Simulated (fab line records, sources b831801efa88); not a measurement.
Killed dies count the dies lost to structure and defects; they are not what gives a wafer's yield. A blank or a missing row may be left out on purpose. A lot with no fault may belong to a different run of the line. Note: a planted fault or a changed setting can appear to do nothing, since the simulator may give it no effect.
A struck lot beside a sound one -- flow sky130 -- 14 steps out of a route of 708
Sound: these wafers, L774.1, L774.2, L774.3. Struck: wafers L776.1, L776.3, L776.6. Last of all comes the cause.
For every step that has rows: the tool of each side, followed by ch and its chambers, followed by its first start. Under that, the readings that differ: sound wafers -- struck wafers -- difference of the means -- sigmas: that difference in standard deviations of wafers without a fault.
alike: readings with means less than 2 such deviations apart, plus words and numbers identical on both sides. not compared: withheld readings, readings lacking a value on some wafer, bounds such as >300 that could conceal the same value, and numbers that have no deviation in the record and whose values overlap.
The two part at a step that has a row with sigmas, a row that says differs or no value, or rows on one side only. Numbers that have no deviation but don't overlap get no sigmas and don't part them. Lack of a reading on every wafer of one side parts them only where that side has two or more wafers.

SKY_NWELL_OVL_MEAS_23:
  sound on overlay-02, day 8 05:31; struck on overlay-02, day 8 10:06
  alike: NWELL_01_OVL
following that, these wafers have no rows for 1 step: SKY_NWELL_IMPLANT_24.
SKY_NWELL_STRIP_25: strips in O2/N2.
  sound on plasma asher-01 ch 0,1, day 8 05:43; struck on plasma asher-02 ch 0,1, day 8 10:17
  alike: drypump motor current A, oes product au, strip time to endpoint s
  not compared: rf hours counter h
SKY_NWELL_TW_MEAS_26:
  sound on film metro-02, day 8 05:49; struck on film metro-01, day 8 10:23
  alike: NWELL_2_TW
then, 1 step without rows for these wafers: SKY_NWELL_CLEAN_27 (cleans in SC1/SC2, time 150 s).
SKY_NWELL_RTA_28: time 30 s.
  sound on rtp anneal-02 ch 0, day 8 05:55; struck on rtp anneal-02 ch 0, day 8 10:30
  alike: lamp power pct, ramp up c per s, wafer_temp_C_max
SKY_NWELL_RS_MEAS_29: a four-point-probe measurement.
  sound on film metro-01, day 8 06:01; struck on film metro-03, day 8 10:36
reading,sound,struck,difference,sigmas
NWELL_RS (ohm/sq),622.3 623.8 624.4,627.0 626.5 626.9,+3.3,+2
SKY_NWELL_RS_MEAS_31: a four-point-probe measurement.
  sound on film metro-01, day 8 06:16; struck on film metro-03, day 8 10:50
  alike: PWDE_RS
then, 3 steps without rows for these wafers: SKY_VT_ADJUST_HVTP_DEHYDRATE_00 (time 60 s); SKY_VT_ADJUST_HVTP_HMDS_01 (prime time 60 s); SKY_VT_ADJUST_HVTP_COAT_02 (resist thk 1140 nm).
SKY_VT_ADJUST_HVTP_SOFTBAKE_03: time 60 s.
  sound on litho track-04 ch 0, day 8 15:34; struck on litho track-04 ch 0, day 8 21:49
reading,sound,struck,difference,sigmas
heater power total W (W),56.66 56.67 56.65,55.14 55.18 55.09,-1.52,-34
plate temp C (C),89.94 90.03 90.02,88.23 88.42 88.35,-1.66,-13
then, 1 step without rows for these wafers: SKY_VT_ADJUST_HVTP_EXPOSE_04 (exposes mask HVTPM, target cd 380 nm).
-- a jump in the record: the struck wafers' starts before and after are 40 days apart (it breaks off in module VT_ADJUST_HVTP and resumes in module PAD_OPEN, where the first step shown is number 708 of the route) --
SKY_PAD_OPEN_PROBE_99:
  sound on prober-02, day 48 21:08; struck on prober-01, day 48 22:38
  alike: killed_at_M0_to_M3, killed_at_M4_up, killed at contacts, killed at front end, killed at other, killed dies, killed open, killed short

== WHERE THEY PART ==
First at SKY_NWELL_RS_MEAS_29; last, within this record, at SKY_VT_ADJUST_HVTP_SOFTBAKE_03. Later steps at which nothing parts them and some readings are alike: SKY_PAD_OPEN_PROBE_99.

WHY: what the simulator had put in
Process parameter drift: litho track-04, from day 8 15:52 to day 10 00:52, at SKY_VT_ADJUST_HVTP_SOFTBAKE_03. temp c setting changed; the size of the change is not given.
